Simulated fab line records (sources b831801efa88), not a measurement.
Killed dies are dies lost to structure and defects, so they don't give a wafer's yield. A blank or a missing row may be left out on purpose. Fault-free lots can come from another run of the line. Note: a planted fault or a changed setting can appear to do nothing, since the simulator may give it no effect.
Which tool is to blame?	flow sky130	14 lots with 42 wafers sampled at 3 steps, on a route of 708 steps

## WHAT EACH GAUGE READ, for each wafer
SKY_VT_ADJUST_PCH_OVL_MEAS_07.
lot	measured	on	VT_ADJUST_PCH_OVL (nm)
L387	day 10 07:13	overlay-02	-2.3 -0.5 0.9
L390	day 11 11:01	overlay-01	-1.9 -1.0 0.0
L391	day 11 19:22	overlay-02	-1.1 -1.1 0.7
L395	day 13 01:55	overlay-01	2.7 0.1 -1.3
L396	day 13 07:24	overlay-01	2.3 3.3 2.4
L397	day 13 15:57	overlay-02	-1.3 -1.4 -0.7
L399	day 14 03:56	overlay-01	-2.2 -1.3 -1.1
L401	day 14 21:07	overlay-01	-2.1 -2.2 -3.3
L404	day 15 18:55	overlay-02	0.6 -1.8 1.5
L405	day 16 03:22	overlay-01	-1.1 0.0 0.3
L406	day 16 12:38	overlay-02	1.0 -1.7 2.0
L407	day 16 13:32	overlay-02	-0.1 0.4 0.7
L408	day 16 19:05	overlay-02	-2.3 -1.1 -2.5
L410	day 17 16:22	overlay-01	1.5 1.2 1.9

SKY_SONOS_TUNNEL_TW_MEAS_12.
lot	measured	on	SONOS_TUNNEL_TW
L387	day 11 06:24	film_metro-02	195.7 195.2 195.3
L390	day 12 11:53	film_metro-02	194.3 195.4 194.8
L391	day 12 20:14	film_metro-01	195.1 194.4 194.4
L395	day 14 02:44	film_metro-03	199.1 198.6 198.7
L396	day 14 09:13	film_metro-01	194.9 196.2 196.2
L397	day 14 20:02	film_metro-02	195.1 195.2 195.8
L399	day 15 06:01	film_metro-02	194.7 193.9 193.2
L401	day 15 23:41	film_metro-01	193.1 193.6 193.7
L404	day 16 22:39	film_metro-02	194.8 195.7 195.4
L405	day 17 07:22	film_metro-02	193.6 194.2 194.3
L406	day 17 17:20	film_metro-01	196.0 195.6 195.8
L407	day 17 18:20	film_metro-03	196.8 197.4 197.4
L408	day 17 23:07	film_metro-01	195.5 194.8 195.7
L410	day 18 23:56	film_metro-03	198.8 198.7 198.2

## WHICH TOOL RAN EACH LOT (tool, then ch and the chambers of the sampled wafers, then the start)
lot	SKY_VT_ADJUST_PCH_STRIP_09
L387	plasma_asher-04 ch 0,1, day 10 07:23
L390	plasma_asher-01 ch 0,1, day 11 11:11
L391	plasma_asher-04 ch 0,1, day 11 19:32
L395	plasma_asher-02 ch 0,1, day 13 02:05
L396	plasma_asher-01 ch 0,1, day 13 07:36
L397	plasma_asher-01 ch 0,1, day 13 16:09
L399	plasma_asher-01 ch 0,1, day 14 04:09
L401	plasma_asher-04 ch 0,1, day 14 21:17
L404	plasma_asher-01 ch 0,1, day 15 19:21
L405	plasma_asher-02 ch 0,1, day 16 03:33
L406	plasma_asher-01 ch 0,1, day 16 12:49
L407	plasma_asher-04 ch 0,1, day 16 13:44
L408	plasma_asher-04 ch 0,1, day 16 19:16
L410	plasma_asher-02 ch 0,1, day 17 16:32
- SKY_VT_ADJUST_PCH_STRIP_09: strips in O2/N2.

## AS READ BY THE TOOLS THEMSELVES (means over the sampled wafers that have a number; for cases with no such wafer, the mark the record gives instead)
SKY_VT_ADJUST_PCH_STRIP_09.
lot	tool	chamber_pressure_mTorr (mTorr)	drypump_motor_current_A (A)	oes_product_au (a.u.)	strip_time_to_endpoint_s (s)
L387	plasma_asher-04	1500.1	5.5	0.725	36.85
L390	plasma_asher-01	1500.1	5.7	0.718	36.93
L391	plasma_asher-04	1501.1	5.5	0.719	36.71
L395	plasma_asher-02	1500.6	5.2	0.722	36.82
L396	plasma_asher-01	1499.3	5.7	0.721	37.01
L397	plasma_asher-01	1499.7	5.8	0.725	36.99
L399	plasma_asher-01	1498.9	5.6	0.714	36.92
L401	plasma_asher-04	1499.9	5.5	0.724	36.82
L404	plasma_asher-01	1499.9	5.6	0.720	37.02
L405	plasma_asher-02	1500.0	5.3	0.721	36.87
L406	plasma_asher-01	1500.3	5.6	0.725	36.86
L407	plasma_asher-04	1498.7	5.9	0.721	36.75
L408	plasma_asher-04	1499.6	5.8	0.726	36.68
L410	plasma_asher-02	1498.9	5.2	0.721	36.84

## THE ANSWER, worked out from the rows above alone
Rule: usual is defined by the lots themselves. The widest of any qualifying gaps counts: lots, ordered by their means at a reading, are off when they make up no more than a third of the lots, leave a main group of 4 or more, and stand apart from it by 3 or more times the standard deviation of that group's means. If all means in a main group match to the digits the tables above print for the reading, that group is not used. Also off: a lot with no number at a reading for which 4 or more lots have one. Where the step has rows for the other lots, those lots are counted as sound. First the gauges in route order, then the tools' own readings, where a lot's mean is used as printed above. At the first step where some lot is off, the reading lying furthest off is the one used; lots without a number count as furthest.
Nothing can be told from this: no lot is off at any reading shown.

## WHAT THE SIMULATOR PUT IN
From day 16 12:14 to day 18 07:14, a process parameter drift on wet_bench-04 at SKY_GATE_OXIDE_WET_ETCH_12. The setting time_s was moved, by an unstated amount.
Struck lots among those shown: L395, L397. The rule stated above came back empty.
